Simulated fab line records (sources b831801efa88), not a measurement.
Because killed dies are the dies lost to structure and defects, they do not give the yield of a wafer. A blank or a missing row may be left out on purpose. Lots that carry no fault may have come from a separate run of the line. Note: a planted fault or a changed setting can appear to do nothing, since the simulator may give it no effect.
fab line records    flow sky130
record lots=14  wafers=42  lastDay=50
route steps=708 shown RES_PROTECT@215 LDD_N@244 LDD_HVP@285 PAD_OPEN@708
lots with no fault: from the same line, run without faults
startH: start of the lot's first displayed wafer, in hours after the record's first day    waitH: hours elapsed since this lot's preceding step    " as in the row above    L1.1+2: a single row standing in for several wafers    - no value, or no start was given    * or withheld: withheld    < > ~ a bound
route shown NAME@n: a module of which the file shows steps, and the number in the route of the first    usual: mean and standard deviation over wafers with no fault    same: alike in all rows    chamber/n: place in a boat    sites: per-site readings    _std_site: the values' standard deviation    _edge_site: mean of outer sites minus mean of inner sites    radiusMm: how far each site lies from the wafer's centre    mask NAME#n: copy n    behind: tool/chamber where the wafer was last shaped    hold: why the lot went on hold/how many hours it stayed there/how the hold came to an end    device: names the non-switching transistor (n, p or np)    end of line: the route-end tests of the same wafers    where a step has no rows: the recipe by itself    killed: at the first sort, the dies lost to defects and structure; wafer yield is something else    map: per-die view of a wafer (x killed, . not killed, _ where there is no die)
set.NAME: setting as actually run; set.NAME@STEP: the setting as run at that earlier step    model.NAME: the simulator's own value behind a step, which no gauge read
a sample of lots followed through the steps of the route, with each step as a table and each wafer as a row
services: a tool's chamber out of use, with start hour (startH, from the record's first day; less than 0 if before it), hours out, and reason
## steps
# step SKY_RES_PROTECT_TW_MEAS_08
# usual POLY_GATE_TW=4036/64
lot.wafer  tool          chamber  startH  waitH  POLY_GATE_TW
L630.1     filmMetro-03  -        328.89  0.1    4074
L630.2     "             -        "       "      4077
L630.5     "             -        "       "      4078
L632.2     filmMetro-01  -        352.48  0.1    3985
L632.4     "             -        "       "      3977
L632.6     "             -        "       "      3975
L635.2     filmMetro-03  -        368.14  0.1    4014
L635.4     "             -        "       "      4025
L635.5     "             -        "       "      4040
L639.1     filmMetro-01  -        404.64  0.1    3932
L639.2     "             -        "       "      3953
L639.4     "             -        "       "      3954
L640.1     filmMetro-03  -        419.69  0.1    4045
L640.3     "             -        "       "      4058
L640.5     "             -        "       "      4065
L643.3     filmMetro-03  -        446.80  0.1    4027
L643.5     "             -        "       "      4058
L643.6     "             -        "       "      4054
L644.1     filmMetro-01  -        459.69  0.1    3973
L644.4     "             -        "       "      3977
L644.6     "             -        "       "      3953
L645.2     filmMetro-01  -        461.69  0.1    3939
L645.4     "             -        "       "      3940
L645.6     "             -        "       "      3979
L646.1     filmMetro-03  -        481.78  0.1    4087
L646.2     "             -        "       "      4064
L646.6     "             -        "       "      4099
L648.1     filmMetro-01  -        489.62  0.1    3942
L648.3     "             -        "       "      3936
L648.4     "             -        "       "      3925
L649.2     filmMetro-04  -        494.59  0.1    4089
L649.3     "             -        "       "      4089
L649.4     "             -        "       "      4112
L650.2     filmMetro-04  -        505.14  0.1    4114
L650.3     "             -        "       "      4118
L650.5     "             -        "       "      4130
L651.1     filmMetro-01  -        525.92  0.1    4006
L651.2     "             -        "       "      4006
L651.4     "             -        "       "      4000
L653.1     filmMetro-03  -        538.64  0.1    4060
L653.4     "             -        "       "      4044
L653.6     "             -        "       "      4060
# step SKY_LDD_N_OVL_MEAS_07
# usual LDD_N_OVL=-0.5/1.7
lot.wafer  tool        chamber  startH  waitH  LDD_N_OVL[nm]
L630.1     overlay-01  -        389.78  0.1    0.4
L630.2     "           -        "       "      0.1
L630.5     "           -        "       "      -0.5
L632.2     overlay-02  -        415.92  0.1    -2.2
L632.4     "           -        "       "      -0.9
L632.6     "           -        "       "      -1.7
L635.2     overlay-02  -        432.62  0.1    -1.1
L635.4     "           -        "       "      -1.7
L635.5     "           -        "       "      -0.7
L639.1     overlay-02  -        472.97  0.1    -1.1
L639.2     "           -        "       "      -2.3
L639.4     "           -        "       "      -1.9
L640.1     overlay-02  -        486.03  0.1    -0.8
L640.3     "           -        "       "      -1.5
L640.5     "           -        "       "      -2.3
L643.3     overlay-02  -        511.59  0.1    0.3
L643.5     "           -        "       "      -1.3
L643.6     "           -        "       "      -0.1
L644.1     overlay-01  -        525.33  0.1    -0.9
L644.4     "           -        "       "      -1.6
L644.6     "           -        "       "      -0.4
L645.2     overlay-01  -        526.93  0.1    3.0
L645.4     "           -        "       "      1.6
L645.6     "           -        "       "      1.5
L646.1     overlay-02  -        546.48  0.1    -0.1
L646.2     "           -        "       "      1.4
L646.6     "           -        "       "      0.3
L648.1     overlay-02  -        553.63  0.1    1.4
L648.3     "           -        "       "      0.9
L648.4     "           -        "       "      1.3
L649.2     overlay-02  -        560.62  0.1    -2.3
L649.3     "           -        "       "      -1.3
L649.4     "           -        "       "      -2.3
L650.2     overlay-01  -        571.92  0.1    0.9
L650.3     "           -        "       "      0.6
L650.5     "           -        "       "      -0.6
L651.1     overlay-02  -        588.32  0.1    0.9
L651.2     "           -        "       "      2.2
L651.4     "           -        "       "      1.4
L653.1     overlay-01  -        601.38  0.1    3.6
L653.4     "           -        "       "      4.1
L653.6     "           -        "       "      2.8
# step SKY_LDD_N_IMPLANT_08
# recipe species=As  energyKev=20  doseCm2=7.5e+13  tiltDeg=withheld  rotationDeg=23
# usual doseIonsCm2=7.5e+13/7.4e+10  faradayCurrentUA=422/8.7
lot.wafer  tool          chamber  startH  waitH  doseIonsCm2  faradayCurrentUA
L630.1     implanter-01  0        389.82  0.0    7.51e+13     429
L630.2     "             0        "       "      7.498e+13    404
L630.5     "             0        "       "      7.502e+13    421
L632.2     implanter-01  0        415.98  0.0    7.499e+13    451
L632.4     "             0        "       "      7.5e+13      417
L632.6     "             0        "       "      7.507e+13    445
L635.2     implanter-01  0        432.68  0.0    7.499e+13    441
L635.4     "             0        "       "      7.496e+13    419
L635.5     "             0        "       "      7.49e+13     425
L639.1     implanter-01  0        473.00  0.0    8.405e+13    471
L639.2     "             0        "       "      8.405e+13    467
L639.4     "             0        "       "      8.401e+13    463
L640.1     implanter-01  0        486.06  0.0    8.41e+13     471
L640.3     "             0        "       "      8.406e+13    483
L640.5     "             0        "       "      8.409e+13    456
L643.3     implanter-03  0        511.67  0.1    7.5e+13      435
L643.5     "             0        "       "      7.508e+13    424
L643.6     "             0        "       "      7.503e+13    422
L644.1     implanter-03  0        525.36  0.0    7.5e+13      422
L644.4     "             0        "       "      7.509e+13    431
L644.6     "             0        "       "      7.496e+13    431
L645.2     implanter-03  0        526.99  0.0    7.484e+13    415
L645.4     "             0        "       "      7.5e+13      441
L645.6     "             0        "       "      7.506e+13    419
L646.1     implanter-02  0        546.52  0.0    7.505e+13    417
L646.2     "             0        "       "      7.508e+13    418
L646.6     "             0        "       "      7.503e+13    415
L648.1     implanter-02  0        553.67  0.0    7.495e+13    422
L648.3     "             0        "       "      7.492e+13    425
L648.4     "             0        "       "      7.5e+13      411
L649.2     implanter-03  0        560.68  0.0    7.488e+13    428
L649.3     "             0        "       "      7.48e+13     425
L649.4     "             0        "       "      7.484e+13    421
L650.2     implanter-03  0        571.98  0.0    7.509e+13    418
L650.3     "             0        "       "      7.503e+13    422
L650.5     "             0        "       "      7.509e+13    436
L651.1     implanter-02  0        588.35  0.0    7.501e+13    418
L651.2     "             0        "       "      7.507e+13    443
L651.4     "             0        "       "      7.506e+13    418
L653.1     implanter-03  0        601.41  0.0    7.501e+13    427
L653.4     "             0        "       "      7.499e+13    413
L653.6     "             0        "       "      7.503e+13    411
# step SKY_LDD_HVP_OVL_MEAS_07
# usual LDD_HVP_OVL=-0.5/1.5
lot.wafer  tool        chamber  startH  waitH  LDD_HVP_OVL[nm]
L630.1     overlay-02  -        483.43  0.1    -2.7
L630.2     "           -        "       "      -3.0
L630.5     "           -        "       "      -2.0
L632.2     overlay-02  -        509.08  0.1    0.3
L632.4     "           -        "       "      -0.3
L632.6     "           -        "       "      -1.4
L635.2     overlay-01  -        524.95  0.1    1.4
L635.4     "           -        "       "      1.1
L635.5     "           -        "       "      0.6
L639.1     overlay-02  -        564.63  0.1    -0.5
L639.2     "           -        "       "      -0.1
L639.4     "           -        "       "      -0.5
L640.1     overlay-01  -        578.08  0.1    0.0
L640.3     "           -        "       "      1.0
L640.5     "           -        "       "      2.2
L643.3     overlay-01  -        601.10  0.1    2.8
L643.5     "           -        "       "      3.9
L643.6     "           -        "       "      3.0
L644.1     overlay-02  -        613.04  0.1    -3.1
L644.4     "           -        "       "      -2.0
L644.6     "           -        "       "      0.1
L645.2     overlay-01  -        615.78  0.1    -2.5
L645.4     "           -        "       "      -1.4
L645.6     "           -        "       "      -2.8
L646.1     overlay-02  -        636.29  0.1    -1.6
L646.2     "           -        "       "      -0.9
L646.6     "           -        "       "      -1.8
L648.1     overlay-01  -        641.48  0.1    -2.0
L648.3     "           -        "       "      -0.4
L648.4     "           -        "       "      -1.1
L649.2     overlay-02  -        648.03  0.1    -0.7
L649.3     "           -        "       "      -1.1
L649.4     "           -        "       "      -2.3
L650.2     overlay-02  -        659.38  0.1    -1.2
L650.3     "           -        "       "      -0.2
L650.5     "           -        "       "      0.4
L651.1     overlay-02  -        675.78  0.1    -0.8
L651.2     "           -        "       "      -1.2
L651.4     "           -        "       "      -1.3
L653.1     overlay-02  -        689.43  0.1    -0.5
L653.4     "           -        "       "      -2.4
L653.6     "           -        "       "      -1.9
# step SKY_PAD_OPEN_PROBE_99
# usual killed_at_M0_to_M3=44/7.2  killed_at_M4_up=3.0/1.9  killedAtContacts=25/4.8  killedAtFrontEnd=16/4.2  killedAtOther=0.2/0.44  killedDies=88/9.3  killedOpen=48/7.1  killedShort=40/6.5
# same grossDies=492  killedAtBackSide=0
lot.wafer  tool       chamber  startH   waitH  killed_at_M0_to_M3  killed_at_M4_up  killedAtContacts  killedAtFrontEnd  killedAtOther  killedDies  killedOpen  killedShort
L644.1     prober-02  -        1153.49  0.1    53                  3                13                16                0              85          45          40
L644.4     prober-02  -        1153.64  0.2    42                  3                30                23                1              99          51          48
L644.6     prober-02  -        1153.74  0.2    39                  2                22                23                1              87          44          43
# killed by level:class
L644.1 VIA3:geometricParticle:open=10 VIA1:geometricParticle:short=8 VIA1:geometricParticle:open=8 METAL1:geometricParticle:short=8 VIA2:geometricParticle:open=8 METAL2:geometricParticle:short=6 FIELD_ISO:geometricParticle:short=4 POLY_GATE:geometricParticle:short=4
L644.4 VIA1:geometricParticle:open=13 CONTACT:geometricParticle:open=12 POLY_GATE:geometricParticle:short=10 METAL1:geometricParticle:short=8 VIA2:geometricParticle:open=6 POLY_GATE:geometricParticle:open=5 LI_CONTACT:geometricParticle:open=5 CONTACT:geometricParticle:short=5
L644.6 VIA1:geometricParticle:open=10 POLY_GATE:geometricParticle:short=8 LI_CONTACT:geometricParticle:open=8 CONTACT:geometricParticle:open=7 METAL1:geometricParticle:short=6 VIA3:geometricParticle:open=6 METAL2:geometricParticle:short=6 POLY_GATE:geometricParticle:open=5
## services
tool          chamber  startH  hours  kind
implanter-02  -        420.97  4.2    pm
implanter-03  -        433.54  4.8    pm
implanter-01  -        476.79  1.8    repair
implanter-02  -        481.34  2.6    repair
implanter-01  -        496.41  213.8  pm
implanter-03  -        577.96  8.2    repair
## key
firstSign step=SKY_LDD_N_IMPLANT_08  reading=doseIonsCm2  direction=up  sigmas=99+  usual=*  struck=*
effect step=SKY_LDD_N_IMPLANT_08  reading=faradayCurrentUA  direction=up  sigmas=5.3  usual=422  struck=468
metAt SKY_LDD_N_IMPLANT_08
struckLots L639,L640
testerLeftOut L639,L640
notActingAt SKY_RES_PROTECT_TW_MEAS_08,SKY_LDD_N_OVL_MEAS_07,SKY_LDD_HVP_OVL_MEAS_07
onsetBetween 432.68 473.00
fault kind=processParameterDrift  tool=implanter-01  chamber=-  onsetH=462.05  steps=SKY_LDD_N_IMPLANT_08  channel=doseCm2  offset=*  shape=step  endH=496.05  actsIn=*  stated=*
# testerLeftOut: of these lots the tester's yield and bins aren't shown, on N5 and GAA mostly nor the transistor test; their killed dies are dies lost to structure and defects alone, not to doping, threshold or leakage, so they don't give the yield
